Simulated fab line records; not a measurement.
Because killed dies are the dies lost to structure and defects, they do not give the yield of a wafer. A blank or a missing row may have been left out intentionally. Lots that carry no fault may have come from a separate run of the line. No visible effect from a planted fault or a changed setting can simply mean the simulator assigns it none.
A struck lot beside a sound one / flow sky130 / 16 out of 708 route steps
Sound: these wafers, L125.1, L125.3, L125.4. Struck: wafers L119.1, L119.5. (L119.6 of the same lot was not struck and is left out.) The cause comes at the end.
At each step with rows: each side's tool, then ch and its chambers, then its first start. Under that, the readings that differ: sound wafers / struck wafers / difference of the means / sigmas: that difference in standard deviations of wafers without a fault.
alike: readings with means less than 2 such deviations apart, plus words and numbers identical on both sides. not compared: withheld readings, readings lacking a value on some wafer, bounds such as >300 that could conceal the same value, and numbers that have no deviation in the record and whose values overlap.
The two part at a step that has a row with sigmas, a row that says differs or no value, or rows on one side only. Numbers that don't overlap but have no deviation are shown without sigmas and don't part them. A reading that every wafer of one side lacks parts them only if that side has two wafers or more.

SKY_METAL5_SPUTTER_03: material Ti, target thk 5 nm, time 3.3 s.
  struck on pvd sputter-04, day 47 05:11; sound on pvd sputter-04, day 48 17:11
  alike: throttle valve pct
SKY_METAL5_SPUTTER_04: material TiN, target thk 70 nm, time 58.3 s.
  struck on pvd sputter-04, day 47 05:12; sound on pvd sputter-04, day 48 17:12
  alike: throttle valve pct
SKY_METAL5_RS_MEAS_05: uses a four-point probe to measure.
  struck on film metro-02, day 47 05:14; sound on film metro-04, day 48 17:15
  alike: METAL5_ALCU_RS
SKY_METAL5_THK_MEAS_06: measures by xrf.
  struck on film metro-02, day 47 05:22; sound on film metro-04, day 48 17:22
  alike: METAL5_ALCU_THK
then, 7 steps without rows for these wafers: SKY_METAL5_DEHYDRATE_07 (time 60 s); SKY_METAL5_HMDS_08 (prime time 60 s); SKY_METAL5_COAT_09 (resist thk 1800 nm); SKY_METAL5_SOFTBAKE_10 (time 60 s); SKY_METAL5_EXPOSE_11 (exposes mask MM5, target cd 1600 nm); SKY_METAL5_PEB_12; SKY_METAL5_DEVELOP_13 (develop time 60 s).
SKY_METAL5_DESCUM_14: chemistry O2, time 11 s.
  sound on rie metal-01 ch 0,1, day 49 12:15; struck on rie metal-03 ch 0, day 48 01:17
  alike: drypump motor current A, oes product au, rf fwd power W
  not compared: rf hours counter h
SKY_METAL5_METAL_ETCH_15: etches the open film in Cl2/BCl3, stops on SiO2, target depth 1260 nm, time 252 s.
  sound on rie metal-01 ch 0,1, day 49 12:17; struck on rie metal-03 ch 0, day 48 01:19
reading=oes product au (a.u.); sound=0.890 0.901 0.893; struck=0.948 0.943; difference=+0.051; sigmas=+11
reading=rf fwd power W (W); sound=898.4 899.3 898.7; struck=- -; difference=no value on the struck wafers; sigmas=
reading=run length s (s); sound=280.70 280.16 280.66; struck=268.17 267.66; difference=-12.59; sigmas=-43
reading=model.NOVOLAK_of_METAL5_COAT_09.thk nm (nm); sound=1027 1041 1033; struck=1061 1061; difference=+27; sigmas=
  alike: drypump motor current A, throttle valve pct
  not compared: rf hours counter h
SKY_METAL5_STRIP_16: strips in O2/N2.
  sound on plasma asher-02 ch 0,1, day 49 12:31; struck on plasma asher-04 ch 0,1, day 48 01:33
reading=strip time to endpoint s (s); sound=12.98 13.17 13.04; struck=13.34 13.36; difference=+0.29; sigmas=+2
  alike: drypump motor current A, oes product au
  not compared: rf hours counter h
then, 1 step without rows for these wafers: SKY_METAL5_STRIP_17 (strips in post etch residue remover, time 1200 s).
SKY_PAD_OPEN_PROBE_99:
  sound wafers here have rows in the record (prober-01, day 50 22:35); struck ones have none

== WHERE THEY PART ==
Last at SKY_PAD_OPEN_PROBE_99 as far as this record goes, first at SKY_METAL5_METAL_ETCH_15.

WHY: what the simulator had put in
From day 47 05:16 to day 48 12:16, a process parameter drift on rie metal-03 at SKY_METAL5_METAL_ETCH_15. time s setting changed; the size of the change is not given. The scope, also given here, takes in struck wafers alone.
